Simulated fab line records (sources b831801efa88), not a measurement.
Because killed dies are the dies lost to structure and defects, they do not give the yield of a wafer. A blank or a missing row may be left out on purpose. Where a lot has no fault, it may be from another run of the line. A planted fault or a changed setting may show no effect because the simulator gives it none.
Matching of chambers / flow sfq_line / cmp-01 running SFQ_TRILAYER_I7_CMP_CMP_184: 4 sister chambers
The step polishes SiO2. 14 wafers are shown with their chamber, then 7 later ones without.

## EACH WAFER AND ITS CHAMBER
wafer=L484.1; chamber=2; motor_current_A (A)=10.0; time_to_endpoint_s (s)=196; slurry_filter_dp_kPa (kPa)=13.31
wafer=L484.3; chamber=3; motor_current_A (A)=9.2; time_to_endpoint_s (s)=212; slurry_filter_dp_kPa (kPa)=13.36
wafer=L484.4; chamber=1; motor_current_A (A)=11.7; time_to_endpoint_s (s)=222; slurry_filter_dp_kPa (kPa)=13.26
wafer=L489.4; chamber=2; motor_current_A (A)=10.1; time_to_endpoint_s (s)=205; slurry_filter_dp_kPa (kPa)=13.50
wafer=L489.3; chamber=0; motor_current_A (A)=10.6; time_to_endpoint_s (s)=202; slurry_filter_dp_kPa (kPa)=13.57
wafer=L489.5; chamber=3; motor_current_A (A)=9.2; time_to_endpoint_s (s)=205; slurry_filter_dp_kPa (kPa)=13.41
wafer=L494.2; chamber=2; motor_current_A (A)=9.9; time_to_endpoint_s (s)=197; slurry_filter_dp_kPa (kPa)=13.34
wafer=L494.1; chamber=0; motor_current_A (A)=10.6; time_to_endpoint_s (s)=206; slurry_filter_dp_kPa (kPa)=13.50
wafer=L494.6; chamber=1; motor_current_A (A)=10.7; time_to_endpoint_s (s)=213; slurry_filter_dp_kPa (kPa)=13.45
wafer=L495.2; chamber=3; motor_current_A (A)=9.1; time_to_endpoint_s (s)=215; slurry_filter_dp_kPa (kPa)=13.54
wafer=L495.1; chamber=2; motor_current_A (A)=9.6; time_to_endpoint_s (s)=211; slurry_filter_dp_kPa (kPa)=13.74
wafer=L495.6; chamber=0; motor_current_A (A)=10.9; time_to_endpoint_s (s)=230; slurry_filter_dp_kPa (kPa)=13.52
wafer=L499.4; chamber=3; motor_current_A (A)=8.9; time_to_endpoint_s (s)=201; slurry_filter_dp_kPa (kPa)=13.64
wafer=L499.2; chamber=1; motor_current_A (A)=11.5; time_to_endpoint_s (s)=216; slurry_filter_dp_kPa (kPa)=13.57

SIGNATURES (averages over the wafers above)
reading=motor_current_A; chamber 0=10.700; chamber 1=11.300; chamber 2=9.900; chamber 3=9.100; scatter within a chamber=0.286
reading=time_to_endpoint_s; chamber 0=212.67; chamber 1=217.00; chamber 2=202.25; chamber 3=208.25; scatter within a chamber=8.8
reading=slurry_filter_dp_kPa; chamber 0=13.5300; chamber 1=13.4267; chamber 2=13.4725; chamber 3=13.4875; scatter within a chamber=0.147
Rule: distance of a wafer from a chamber = root of the sum over the readings of ((wafer's reading minus chamber's mean) / reading's scatter) squared. If the next closest chamber is less than 2 further off than the closest, the wafer can't be placed; otherwise it belongs to the closest. The scatter: take each reading less its chamber's mean, square it, sum over the shown wafers, divide by the number of wafers less the number of chambers, and take the root.

## WAFERS WHOSE CHAMBER IS MISSING
wafer=L499.6; motor_current_A (A)=10.2; time_to_endpoint_s (s)=201; slurry_filter_dp_kPa (kPa)=13.49
wafer=L501.4; motor_current_A (A)=10.6; time_to_endpoint_s (s)=228; slurry_filter_dp_kPa (kPa)=13.44
wafer=L501.3; motor_current_A (A)=9.5; time_to_endpoint_s (s)=219; slurry_filter_dp_kPa (kPa)=13.55
wafer=L501.6; motor_current_A (A)=11.0; time_to_endpoint_s (s)=228; slurry_filter_dp_kPa (kPa)=13.54
wafer=L502.1; motor_current_A (A)=10.8; time_to_endpoint_s (s)=208; slurry_filter_dp_kPa (kPa)=13.48
wafer=L502.3; motor_current_A (A)=9.5; time_to_endpoint_s (s)=190; slurry_filter_dp_kPa (kPa)=13.44
wafer=L502.6; motor_current_A (A)=10.6; time_to_endpoint_s (s)=214; slurry_filter_dp_kPa (kPa)=13.50

## THE CHAMBER EACH PASSED THROUGH
wafer=L499.6; from the rows above=can't be placed: 2 or 0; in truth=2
wafer=L501.4; from the rows above=can't be placed: 0 or 1 or 2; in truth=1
wafer=L501.3; from the rows above=can't be placed: 3 or 2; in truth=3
wafer=L501.6; from the rows above=can't be placed: 1 or 0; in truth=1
wafer=L502.1; from the rows above=can't be placed: 0 or 1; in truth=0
wafer=L502.3; from the rows above=can't be placed: 2 or 3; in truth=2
wafer=L502.6; from the rows above=0; in truth=0
1 of 7 placed correctly. Can't be placed from these rows: 6 (the true chamber is among the candidates in 6). Wrongly placed: 0.
